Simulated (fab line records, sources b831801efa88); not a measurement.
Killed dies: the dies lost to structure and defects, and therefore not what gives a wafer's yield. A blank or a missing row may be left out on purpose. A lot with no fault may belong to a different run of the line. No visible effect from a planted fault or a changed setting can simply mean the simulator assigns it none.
fab line records :: flow gf180mcu :: part 2 of 2: steps 26 to 33 of 33
[record]
  lots = 5
  wafers = 15
  last_day = 33
route steps=602 shown V1@336 M2@362
lots that met no fault: from a run of the same line without faults
start_h: hours from the record's opening day to when the first of the lot's shown wafers began :: wait_h: how many hours have passed since the lot's step before this one :: " identical to the entry in the row above :: L1.1+2: a single row standing in for several wafers :: - either no value or no given start :: * or withheld: withheld :: < > ~ a bound
route shown NAME@n: names a module that has steps shown in the file, with the first one's number in the route :: usual: mean/standard deviation taken from wafers without a fault :: same: alike in all rows :: chamber/n: place in a boat :: sites: readings site by site :: _std_site: their standard deviation :: _edge_site: outer sites' mean less inner sites' :: radius_mm: for every site, how far away it sits from the centre of the wafer :: mask NAME#n: copy n :: behind: the last tool/chamber to shape the wafer :: hold: what put the lot on hold/how long, in hours/how the hold closed :: device: names the non-switching transistor (n, p or np) :: end of line: the route-end tests of the same wafers :: step lacking rows: just its recipe :: killed: dies that structure and defects cost at the first sort, which is not the same as the wafer's yield :: map: a wafer's dies, marking killed ones x, the rest . and places with no die _
set.NAME: setting as actually run; set.NAME@STEP: the setting as run at that earlier step :: model.NAME: the simulator's own value behind a step, which no gauge read
lots at some steps of the route; a table a step, a row a wafer
services: a tool's chamber out of use, with start hour (start_h, from the record's first day; less than 0 if before it), hours out, and reason
[[steps]]
[step GF_V1_CMP_26]
[recipe]
  stop_on = SiO2
  down_force_psi = 3.5
  platen_rpm = 60
  t_overpolish_s = 15
  target_thk_nm = 0
  pad_velocity_m_s = 0.94248
[usual]
  motor_current_A = 10.7/0.89
  overpolish_run_s = 15.002/0.0086
  retaining_ring_pressure_frac = 1.000/0.0054
  slurry_flow_ml_min = 149.9/0.46
  time_to_endpoint_s = 87/4.5
lot.wafer: L083.4
tool: cmp-01
chamber: 2
start_h: 502.50
wait_h: 0.1
motor_current_A: 10.4
overpolish_run_s: 14.993
retaining_ring_pressure_frac: 1.008
slurry_flow_ml_min: 151.0
time_to_endpoint_s: 89

lot.wafer: L083.5
tool: cmp-01
chamber: 1
start_h: 502.50
wait_h: 0.1
motor_current_A: 11.8
overpolish_run_s: 15.003
retaining_ring_pressure_frac: 0.996
slurry_flow_ml_min: 149.5
time_to_endpoint_s: 93

lot.wafer: L083.6
tool: cmp-01
chamber: 2
start_h: 502.50
wait_h: 0.1
motor_current_A: 11.7
overpolish_run_s: 15.008
retaining_ring_pressure_frac: 1.007
slurry_flow_ml_min: 149.7
time_to_endpoint_s: 88

lot.wafer: L081.4
tool: cmp-02
chamber: 0
start_h: 503.62
wait_h: 1.0
motor_current_A: 9.6
overpolish_run_s: 14.994
retaining_ring_pressure_frac: 0.993
slurry_flow_ml_min: 149.8
time_to_endpoint_s: 90

lot.wafer: L081.5
tool: cmp-02
chamber: 2
start_h: 503.62
wait_h: 1.0
motor_current_A: 9.2
overpolish_run_s: 15.009
retaining_ring_pressure_frac: 0.997
slurry_flow_ml_min: 149.3
time_to_endpoint_s: 88

lot.wafer: L081.6
tool: cmp-02
chamber: 3
start_h: 503.62
wait_h: 1.0
motor_current_A: 11.0
overpolish_run_s: 15.010
retaining_ring_pressure_frac: 1.000
slurry_flow_ml_min: 149.5
time_to_endpoint_s: 87

lot.wafer: L082.3
tool: cmp-02
chamber: 2
start_h: 504.17
wait_h: 0.8
motor_current_A: 9.0
overpolish_run_s: 14.990
retaining_ring_pressure_frac: 1.003
slurry_flow_ml_min: 150.5
time_to_endpoint_s: 89

lot.wafer: L082.1
tool: cmp-02
chamber: 0
start_h: 504.17
wait_h: 0.8
motor_current_A: 10.1
overpolish_run_s: 14.999
retaining_ring_pressure_frac: 1.005
slurry_flow_ml_min: 149.6
time_to_endpoint_s: 94

lot.wafer: L082.5
tool: cmp-02
chamber: 1
start_h: 504.17
wait_h: 0.8
motor_current_A: 12.0
overpolish_run_s: 15.001
retaining_ring_pressure_frac: 1.001
slurry_flow_ml_min: 149.5
time_to_endpoint_s: 86

lot.wafer: L088.2
tool: cmp-01
chamber: 0
start_h: 533.05
wait_h: 0.0
motor_current_A: 11.3
overpolish_run_s: 15.000
retaining_ring_pressure_frac: 0.996
slurry_flow_ml_min: 149.6
time_to_endpoint_s: 79

lot.wafer: L088.3
tool: cmp-01
chamber: 2
start_h: 533.05
wait_h: 0.0
motor_current_A: 11.0
overpolish_run_s: 15.000
retaining_ring_pressure_frac: 0.997
slurry_flow_ml_min: 150.0
time_to_endpoint_s: 85

lot.wafer: L088.6
tool: cmp-01
chamber: 0
start_h: 533.05
wait_h: 0.0
motor_current_A: 10.6
overpolish_run_s: 14.994
retaining_ring_pressure_frac: 0.995
slurry_flow_ml_min: 149.7
time_to_endpoint_s: 79

lot.wafer: L090.1
tool: cmp-01
chamber: 0
start_h: 556.23
wait_h: 0.1
motor_current_A: 11.1
overpolish_run_s: 15.009
retaining_ring_pressure_frac: 0.994
slurry_flow_ml_min: 149.6
time_to_endpoint_s: 82

lot.wafer: L090.2
tool: cmp-01
chamber: 2
start_h: 556.23
wait_h: 0.1
motor_current_A: 11.4
overpolish_run_s: 15.006
retaining_ring_pressure_frac: 1.000
slurry_flow_ml_min: 150.4
time_to_endpoint_s: 89

lot.wafer: L090.6
tool: cmp-01
chamber: 0
start_h: 556.23
wait_h: 0.1
motor_current_A: 10.9
overpolish_run_s: 15.018
retaining_ring_pressure_frac: 0.996
slurry_flow_ml_min: 149.4
time_to_endpoint_s: 82
[step GF_M2_SPUTTER_00]
[recipe]
  material = Ti
  target_thk_nm = 37.5
  arriving_ion_energy_ev = 80
  substrate_temp_c = 200
  chamber_pressure_pa = 2
  power_w = 4000
  time_s = 150
[usual]
  cathode_dc_power_W = 4000.0/0.75
  throttle_valve_pct = 29.4/1
lot.wafer: L083.4
tool: pvd_sputter-03
chamber: -
start_h: 502.75
wait_h: 0.2
cathode_dc_power_W: 3999.9
throttle_valve_pct: 31.1

lot.wafer: L083.5
tool: pvd_sputter-03
chamber: -
start_h: 502.75
wait_h: 0.2
cathode_dc_power_W: 4000.2
throttle_valve_pct: 29.9

lot.wafer: L083.6
tool: pvd_sputter-03
chamber: -
start_h: 502.75
wait_h: 0.2
cathode_dc_power_W: 3999.7
throttle_valve_pct: 30.8

lot.wafer: L081.4
tool: pvd_sputter-04
chamber: -
start_h: 503.82
wait_h: 0.1
cathode_dc_power_W: 3998.9
throttle_valve_pct: 29.6

lot.wafer: L081.5
tool: pvd_sputter-04
chamber: -
start_h: 503.82
wait_h: 0.1
cathode_dc_power_W: 3999.8
throttle_valve_pct: 29.6

lot.wafer: L081.6
tool: pvd_sputter-04
chamber: -
start_h: 503.82
wait_h: 0.1
cathode_dc_power_W: 3999.8
throttle_valve_pct: 29.0

lot.wafer: L082.1
tool: pvd_sputter-02
chamber: -
start_h: 504.42
wait_h: 0.1
cathode_dc_power_W: 4000.1
throttle_valve_pct: 28.7

lot.wafer: L082.3
tool: pvd_sputter-02
chamber: -
start_h: 504.42
wait_h: 0.1
cathode_dc_power_W: 3999.5
throttle_valve_pct: 30.5

lot.wafer: L082.5
tool: pvd_sputter-02
chamber: -
start_h: 504.42
wait_h: 0.1
cathode_dc_power_W: 4001.1
throttle_valve_pct: 28.6

lot.wafer: L088.2
tool: pvd_sputter-04
chamber: -
start_h: 533.35
wait_h: 0.2
cathode_dc_power_W: 4000.5
throttle_valve_pct: 29.0

lot.wafer: L088.3
tool: pvd_sputter-04
chamber: -
start_h: 533.35
wait_h: 0.2
cathode_dc_power_W: 4001.6
throttle_valve_pct: 28.9

lot.wafer: L088.6
tool: pvd_sputter-04
chamber: -
start_h: 533.35
wait_h: 0.2
cathode_dc_power_W: 3999.5
throttle_valve_pct: 29.7

lot.wafer: L090.1
tool: pvd_sputter-04
chamber: -
start_h: 556.53
wait_h: 0.2
cathode_dc_power_W: 4000.9
throttle_valve_pct: 29.0

lot.wafer: L090.2
tool: pvd_sputter-04
chamber: -
start_h: 556.53
wait_h: 0.2
cathode_dc_power_W: 3999.1
throttle_valve_pct: 29.2

lot.wafer: L090.6
tool: pvd_sputter-04
chamber: -
start_h: 556.53
wait_h: 0.2
cathode_dc_power_W: 3999.5
throttle_valve_pct: 29.0
[step GF_M2_SPUTTER_01]
[recipe]
  material = TiN
  target_thk_nm = 30
  power_w = 6500
  time_s = 25
  chamber_pressure_pa = 0.4
[usual]
  cathode_dc_power_W = 6500.1/1.3
  throttle_valve_pct = 29.4/1
lot.wafer: L083.4
tool: pvd_sputter-03
chamber: -
start_h: 502.85
wait_h: 0.1
cathode_dc_power_W: 6498.3
throttle_valve_pct: 31.1

lot.wafer: L083.5
tool: pvd_sputter-03
chamber: -
start_h: 502.85
wait_h: 0.1
cathode_dc_power_W: 6499.6
throttle_valve_pct: 30.0

lot.wafer: L083.6
tool: pvd_sputter-03
chamber: -
start_h: 502.85
wait_h: 0.1
cathode_dc_power_W: 6501.8
throttle_valve_pct: 31.1

lot.wafer: L081.4
tool: pvd_sputter-04
chamber: -
start_h: 503.92
wait_h: 0.1
cathode_dc_power_W: 6500.4
throttle_valve_pct: 29.5

lot.wafer: L081.5
tool: pvd_sputter-04
chamber: -
start_h: 503.92
wait_h: 0.1
cathode_dc_power_W: 6497.9
throttle_valve_pct: 29.6

lot.wafer: L081.6
tool: pvd_sputter-04
chamber: -
start_h: 503.92
wait_h: 0.1
cathode_dc_power_W: 6501.2
throttle_valve_pct: 29.3

lot.wafer: L082.1
tool: pvd_sputter-02
chamber: -
start_h: 504.52
wait_h: 0.1
cathode_dc_power_W: 6499.0
throttle_valve_pct: 28.6

lot.wafer: L082.3
tool: pvd_sputter-02
chamber: -
start_h: 504.52
wait_h: 0.1
cathode_dc_power_W: 6500.9
throttle_valve_pct: 30.6

lot.wafer: L082.5
tool: pvd_sputter-02
chamber: -
start_h: 504.52
wait_h: 0.1
cathode_dc_power_W: 6500.4
throttle_valve_pct: 28.5

lot.wafer: L088.2
tool: pvd_sputter-04
chamber: -
start_h: 533.45
wait_h: 0.1
cathode_dc_power_W: 6496.5
throttle_valve_pct: 29.4

lot.wafer: L088.3
tool: pvd_sputter-04
chamber: -
start_h: 533.45
wait_h: 0.1
cathode_dc_power_W: 6500.7
throttle_valve_pct: 29.3

lot.wafer: L088.6
tool: pvd_sputter-04
chamber: -
start_h: 533.45
wait_h: 0.1
cathode_dc_power_W: 6498.7
throttle_valve_pct: 29.7

lot.wafer: L090.1
tool: pvd_sputter-04
chamber: -
start_h: 556.63
wait_h: 0.1
cathode_dc_power_W: 6500.1
throttle_valve_pct: 29.0

lot.wafer: L090.2
tool: pvd_sputter-04
chamber: -
start_h: 556.63
wait_h: 0.1
cathode_dc_power_W: 6499.5
throttle_valve_pct: 29.4

lot.wafer: L090.6
tool: pvd_sputter-04
chamber: -
start_h: 556.63
wait_h: 0.1
cathode_dc_power_W: 6501.1
throttle_valve_pct: 29.3
[step GF_M2_SPUTTER_02]
[recipe]
  material = AlCu
  target_thk_nm = 450
  power_w = 10600
  time_s = 23.9
  chamber_pressure_pa = 0.4
[usual]
  cathode_dc_power_W = 10600/1.8
  throttle_valve_pct = 29.4/1
lot.wafer: L083.4
tool: pvd_sputter-03
chamber: -
start_h: 502.88
wait_h: 0.0
cathode_dc_power_W: 10599
throttle_valve_pct: 31.2

lot.wafer: L083.5
tool: pvd_sputter-03
chamber: -
start_h: 502.88
wait_h: 0.0
cathode_dc_power_W: 10601
throttle_valve_pct: 29.7

lot.wafer: L083.6
tool: pvd_sputter-03
chamber: -
start_h: 502.88
wait_h: 0.0
cathode_dc_power_W: 10604
throttle_valve_pct: 31.0

lot.wafer: L081.4
tool: pvd_sputter-04
chamber: -
start_h: 503.95
wait_h: 0.0
cathode_dc_power_W: 10599
throttle_valve_pct: 29.4

lot.wafer: L081.5
tool: pvd_sputter-04
chamber: -
start_h: 503.95
wait_h: 0.0
cathode_dc_power_W: 10599
throttle_valve_pct: 29.8

lot.wafer: L081.6
tool: pvd_sputter-04
chamber: -
start_h: 503.95
wait_h: 0.0
cathode_dc_power_W: 10602
throttle_valve_pct: 29.1

lot.wafer: L082.1
tool: pvd_sputter-02
chamber: -
start_h: 504.55
wait_h: 0.0
cathode_dc_power_W: 10599
throttle_valve_pct: 28.5

lot.wafer: L082.3
tool: pvd_sputter-02
chamber: -
start_h: 504.55
wait_h: 0.0
cathode_dc_power_W: 10596
throttle_valve_pct: 30.6

lot.wafer: L082.5
tool: pvd_sputter-02
chamber: -
start_h: 504.55
wait_h: 0.0
cathode_dc_power_W: 10600
throttle_valve_pct: 28.8

lot.wafer: L088.2
tool: pvd_sputter-04
chamber: -
start_h: 533.48
wait_h: 0.0
cathode_dc_power_W: 10599
throttle_valve_pct: 29.1

lot.wafer: L088.3
tool: pvd_sputter-04
chamber: -
start_h: 533.48
wait_h: 0.0
cathode_dc_power_W: 10600
throttle_valve_pct: 29.4

lot.wafer: L088.6
tool: pvd_sputter-04
chamber: -
start_h: 533.48
wait_h: 0.0
cathode_dc_power_W: 10600
throttle_valve_pct: 29.7

lot.wafer: L090.1
tool: pvd_sputter-04
chamber: -
start_h: 556.66
wait_h: 0.0
cathode_dc_power_W: 10599
throttle_valve_pct: 28.9

lot.wafer: L090.2
tool: pvd_sputter-04
chamber: -
start_h: 556.66
wait_h: 0.0
cathode_dc_power_W: 10598
throttle_valve_pct: 29.2

lot.wafer: L090.6
tool: pvd_sputter-04
chamber: -
start_h: 556.66
wait_h: 0.0
cathode_dc_power_W: 10601
throttle_valve_pct: 29.2
[step GF_M2_SPUTTER_03]
[recipe]
  material = Ti
  target_thk_nm = 10
  substrate_temp_c = 300
  chamber_pressure_pa = 0.3
  power_w = 3000
  time_s = 6.7
[usual]
  cathode_dc_power_W = 3000.0/0.58
  throttle_valve_pct = 29.4/1.1
lot.wafer: L083.4
tool: pvd_sputter-03
chamber: -
start_h: 502.91
wait_h: 0.0
cathode_dc_power_W: 2999.5
throttle_valve_pct: 31.2

lot.wafer: L083.5
tool: pvd_sputter-03
chamber: -
start_h: 502.91
wait_h: 0.0
cathode_dc_power_W: 2999.6
throttle_valve_pct: 29.8

lot.wafer: L083.6
tool: pvd_sputter-03
chamber: -
start_h: 502.91
wait_h: 0.0
cathode_dc_power_W: 3000.8
throttle_valve_pct: 31.2

lot.wafer: L081.4
tool: pvd_sputter-04
chamber: -
start_h: 503.98
wait_h: 0.0
cathode_dc_power_W: 3000.1
throttle_valve_pct: 29.4

lot.wafer: L081.5
tool: pvd_sputter-04
chamber: -
start_h: 503.98
wait_h: 0.0
cathode_dc_power_W: 2999.8
throttle_valve_pct: 29.7

lot.wafer: L081.6
tool: pvd_sputter-04
chamber: -
start_h: 503.98
wait_h: 0.0
cathode_dc_power_W: 3000.3
throttle_valve_pct: 29.1

lot.wafer: L082.1
tool: pvd_sputter-02
chamber: -
start_h: 504.58
wait_h: 0.0
cathode_dc_power_W: 3000.7
throttle_valve_pct: 28.5

lot.wafer: L082.3
tool: pvd_sputter-02
chamber: -
start_h: 504.58
wait_h: 0.0
cathode_dc_power_W: 3000.1
throttle_valve_pct: 30.8

lot.wafer: L082.5
tool: pvd_sputter-02
chamber: -
start_h: 504.58
wait_h: 0.0
cathode_dc_power_W: 3000.4
throttle_valve_pct: 28.2

lot.wafer: L088.2
tool: pvd_sputter-04
chamber: -
start_h: 533.51
wait_h: 0.0
cathode_dc_power_W: 2999.5
throttle_valve_pct: 28.8

lot.wafer: L088.3
tool: pvd_sputter-04
chamber: -
start_h: 533.51
wait_h: 0.0
cathode_dc_power_W: 3000.1
throttle_valve_pct: 29.3

lot.wafer: L088.6
tool: pvd_sputter-04
chamber: -
start_h: 533.51
wait_h: 0.0
cathode_dc_power_W: 3000.1
throttle_valve_pct: 29.7

lot.wafer: L090.1
tool: pvd_sputter-04
chamber: -
start_h: 556.69
wait_h: 0.0
cathode_dc_power_W: 3000.3
throttle_valve_pct: 29.1

lot.wafer: L090.2
tool: pvd_sputter-04
chamber: -
start_h: 556.69
wait_h: 0.0
cathode_dc_power_W: 3000.3
throttle_valve_pct: 29.2

lot.wafer: L090.6
tool: pvd_sputter-04
chamber: -
start_h: 556.69
wait_h: 0.0
cathode_dc_power_W: 3000.1
throttle_valve_pct: 29.3
[step GF_M2_SPUTTER_04]
[recipe]
  material = TiN
  target_thk_nm = 50
  power_w = 6500
  time_s = 41.7
  chamber_pressure_pa = 0.4
[usual]
  cathode_dc_power_W = 6499.9/1.3
  throttle_valve_pct = 29.4/1
lot.wafer: L083.4
tool: pvd_sputter-03
chamber: -
start_h: 502.93
wait_h: 0.0
cathode_dc_power_W: 6498.2
throttle_valve_pct: 31.3

lot.wafer: L083.5
tool: pvd_sputter-03
chamber: -
start_h: 502.93
wait_h: 0.0
cathode_dc_power_W: 6498.6
throttle_valve_pct: 29.8

lot.wafer: L083.6
tool: pvd_sputter-03
chamber: -
start_h: 502.93
wait_h: 0.0
cathode_dc_power_W: 6497.9
throttle_valve_pct: 31.0

lot.wafer: L081.4
tool: pvd_sputter-04
chamber: -
start_h: 504.00
wait_h: 0.0
cathode_dc_power_W: 6498.3
throttle_valve_pct: 29.3

lot.wafer: L081.5
tool: pvd_sputter-04
chamber: -
start_h: 504.00
wait_h: 0.0
cathode_dc_power_W: 6497.8
throttle_valve_pct: 29.8

lot.wafer: L081.6
tool: pvd_sputter-04
chamber: -
start_h: 504.00
wait_h: 0.0
cathode_dc_power_W: 6498.4
throttle_valve_pct: 29.2

lot.wafer: L082.1
tool: pvd_sputter-02
chamber: -
start_h: 504.60
wait_h: 0.0
cathode_dc_power_W: 6501.6
throttle_valve_pct: 28.4

lot.wafer: L082.3
tool: pvd_sputter-02
chamber: -
start_h: 504.60
wait_h: 0.0
cathode_dc_power_W: 6498.6
throttle_valve_pct: 30.6

lot.wafer: L082.5
tool: pvd_sputter-02
chamber: -
start_h: 504.60
wait_h: 0.0
cathode_dc_power_W: 6498.5
throttle_valve_pct: 28.7

lot.wafer: L088.2
tool: pvd_sputter-04
chamber: -
start_h: 533.53
wait_h: 0.0
cathode_dc_power_W: 6501.6
throttle_valve_pct: 29.1

lot.wafer: L088.3
tool: pvd_sputter-04
chamber: -
start_h: 533.53
wait_h: 0.0
cathode_dc_power_W: 6500.2
throttle_valve_pct: 29.4

lot.wafer: L088.6
tool: pvd_sputter-04
chamber: -
start_h: 533.53
wait_h: 0.0
cathode_dc_power_W: 6497.4
throttle_valve_pct: 29.9

lot.wafer: L090.1
tool: pvd_sputter-04
chamber: -
start_h: 556.72
wait_h: 0.0
cathode_dc_power_W: 6498.5
throttle_valve_pct: 29.4

lot.wafer: L090.2
tool: pvd_sputter-04
chamber: -
start_h: 556.72
wait_h: 0.0
cathode_dc_power_W: 6500.7
throttle_valve_pct: 29.3

lot.wafer: L090.6
tool: pvd_sputter-04
chamber: -
start_h: 556.72
wait_h: 0.0
cathode_dc_power_W: 6499.8
throttle_valve_pct: 28.9
[step GF_M2_RS_MEAS_05]
[recipe]
  thk_meas_gauge = four-point-probe
  reads = TiN_of_M2_SPUTTER_04+Ti_of_M2_SPUTTER_03+AlCu_of_M2_SPUTTER_02+TiN_of_M2_SPUTTER_01+Ti_of_M2_SPUTTER_00
[usual]
  M2_ALCU_RS = 0.0697/0.00077
lot.wafer: L083.4
tool: film_metro-04
chamber: -
start_h: 503.03
wait_h: 0.1
M2_ALCU_RS[ohm/sq]: 0.0701

lot.wafer: L083.5
tool: film_metro-04
chamber: -
start_h: 503.03
wait_h: 0.1
M2_ALCU_RS[ohm/sq]: 0.0690

lot.wafer: L083.6
tool: film_metro-04
chamber: -
start_h: 503.03
wait_h: 0.1
M2_ALCU_RS[ohm/sq]: 0.0702

lot.wafer: L081.4
tool: film_metro-01
chamber: -
start_h: 504.10
wait_h: 0.1
M2_ALCU_RS[ohm/sq]: 0.0693

lot.wafer: L081.5
tool: film_metro-01
chamber: -
start_h: 504.10
wait_h: 0.1
M2_ALCU_RS[ohm/sq]: 0.0696

lot.wafer: L081.6
tool: film_metro-01
chamber: -
start_h: 504.10
wait_h: 0.1
M2_ALCU_RS[ohm/sq]: 0.0706

lot.wafer: L082.1
tool: film_metro-01
chamber: -
start_h: 504.64
wait_h: 0.0
M2_ALCU_RS[ohm/sq]: 0.0700

lot.wafer: L082.3
tool: film_metro-01
chamber: -
start_h: 504.64
wait_h: 0.0
M2_ALCU_RS[ohm/sq]: 0.0703

lot.wafer: L082.5
tool: film_metro-01
chamber: -
start_h: 504.64
wait_h: 0.0
M2_ALCU_RS[ohm/sq]: 0.0696

lot.wafer: L088.2
tool: film_metro-04
chamber: -
start_h: 533.59
wait_h: 0.0
M2_ALCU_RS[ohm/sq]: 0.0712

lot.wafer: L088.3
tool: film_metro-04
chamber: -
start_h: 533.59
wait_h: 0.0
M2_ALCU_RS[ohm/sq]: 0.0698

lot.wafer: L088.6
tool: film_metro-04
chamber: -
start_h: 533.59
wait_h: 0.0
M2_ALCU_RS[ohm/sq]: 0.0711

lot.wafer: L090.1
tool: film_metro-01
chamber: -
start_h: 556.76
wait_h: 0.0
M2_ALCU_RS[ohm/sq]: 0.0709

lot.wafer: L090.2
tool: film_metro-01
chamber: -
start_h: 556.76
wait_h: 0.0
M2_ALCU_RS[ohm/sq]: 0.0691

lot.wafer: L090.6
tool: film_metro-01
chamber: -
start_h: 556.76
wait_h: 0.0
M2_ALCU_RS[ohm/sq]: 0.0689
[step GF_M2_THK_MEAS_06]
[recipe]
  thk_meas_gauge = xrf
  reads = AlCu_of_M2_SPUTTER_02
[usual]
  M2_ALCU_THK = 447/5.3
lot.wafer: L083.4
tool: film_metro-04
chamber: -
start_h: 503.12
wait_h: 0.1
M2_ALCU_THK[nm]: 447

lot.wafer: L083.5
tool: film_metro-04
chamber: -
start_h: 503.12
wait_h: 0.1
M2_ALCU_THK[nm]: 451

lot.wafer: L083.6
tool: film_metro-04
chamber: -
start_h: 503.12
wait_h: 0.1
M2_ALCU_THK[nm]: 448

lot.wafer: L081.4
tool: film_metro-01
chamber: -
start_h: 504.19
wait_h: 0.1
M2_ALCU_THK[nm]: 454

lot.wafer: L081.5
tool: film_metro-01
chamber: -
start_h: 504.19
wait_h: 0.1
M2_ALCU_THK[nm]: 449

lot.wafer: L081.6
tool: film_metro-01
chamber: -
start_h: 504.19
wait_h: 0.1
M2_ALCU_THK[nm]: 441

lot.wafer: L082.1
tool: film_metro-01
chamber: -
start_h: 504.76
wait_h: 0.1
M2_ALCU_THK[nm]: 444

lot.wafer: L082.3
tool: film_metro-01
chamber: -
start_h: 504.76
wait_h: 0.1
M2_ALCU_THK[nm]: 442

lot.wafer: L082.5
tool: film_metro-01
chamber: -
start_h: 504.76
wait_h: 0.1
M2_ALCU_THK[nm]: 449

lot.wafer: L088.2
tool: film_metro-04
chamber: -
start_h: 533.70
wait_h: 0.1
M2_ALCU_THK[nm]: 434

lot.wafer: L088.3
tool: film_metro-04
chamber: -
start_h: 533.70
wait_h: 0.1
M2_ALCU_THK[nm]: 445

lot.wafer: L088.6
tool: film_metro-04
chamber: -
start_h: 533.70
wait_h: 0.1
M2_ALCU_THK[nm]: 440

lot.wafer: L090.1
tool: film_metro-01
chamber: -
start_h: 556.88
wait_h: 0.1
M2_ALCU_THK[nm]: 438

lot.wafer: L090.2
tool: film_metro-01
chamber: -
start_h: 556.88
wait_h: 0.1
M2_ALCU_THK[nm]: 451

lot.wafer: L090.6
tool: film_metro-01
chamber: -
start_h: 556.88
wait_h: 0.1
M2_ALCU_THK[nm]: 452
[[services]]
tool: cvd_w-01
chamber: 1
start_h: 455.81
hours: 7.5
kind: repair

tool: krf_scanner-01
chamber: -
start_h: 461.45
hours: 1.0
kind: pm

tool: krf_scanner-01
chamber: -
start_h: 470.58
hours: 0.4
kind: repair

tool: litho_track-03
chamber: -
start_h: 474.92
hours: -
kind: consumable_replace:filter

tool: plasma_asher-04
chamber: -
start_h: 477.38
hours: 0.8
kind: repair

tool: krf_scanner-01
chamber: -
start_h: 477.72
hours: 0.8
kind: pm

tool: plasma_asher-02
chamber: -
start_h: 482.93
hours: 9.9
kind: repair

tool: rie_diel-03
chamber: 2
start_h: 487.39
hours: 8.6
kind: repair

tool: rie_diel-01
chamber: -
start_h: 487.97
hours: 2.8
kind: pm

tool: plasma_asher-03
chamber: -
start_h: 488.94
hours: 14.6
kind: pm

tool: wet_bench-01
chamber: -
start_h: 489.44
hours: 4.5
kind: repair

tool: cvd_w-02
chamber: 1
start_h: 492.66
hours: 34.6
kind: repair

tool: rie_diel-03
chamber: 3
start_h: 505.59
hours: 6.1
kind: repair

tool: cmp-01
chamber: -
start_h: 507.01
hours: 2.7
kind: pm

tool: pvd_sputter-03
chamber: -
start_h: 512.25
hours: 1.0
kind: repair

tool: pvd_sputter-02
chamber: 1
start_h: 515.50
hours: -
kind: consumable_replace:kit

tool: pvd_sputter-02
chamber: 1
start_h: 515.50
hours: 18.0
kind: scheduled_down

tool: pvd_sputter-02
chamber: 1
start_h: 515.50
hours: 18.0
kind: vent_cycle

tool: pvd_sputter-03
chamber: -
start_h: 519.83
hours: 20.9
kind: repair

tool: pvd_sputter-04
chamber: -
start_h: 522.68
hours: 4.2
kind: repair

tool: pecvd-01
chamber: -
start_h: 536.14
hours: 14.6
kind: pm

tool: cmp-02
chamber: -
start_h: 538.27
hours: 1.2
kind: repair

tool: plasma_asher-02
chamber: -
start_h: 543.88
hours: 4.3
kind: pm

tool: cmp-01
chamber: -
start_h: 544.59
hours: 4.8
kind: pm
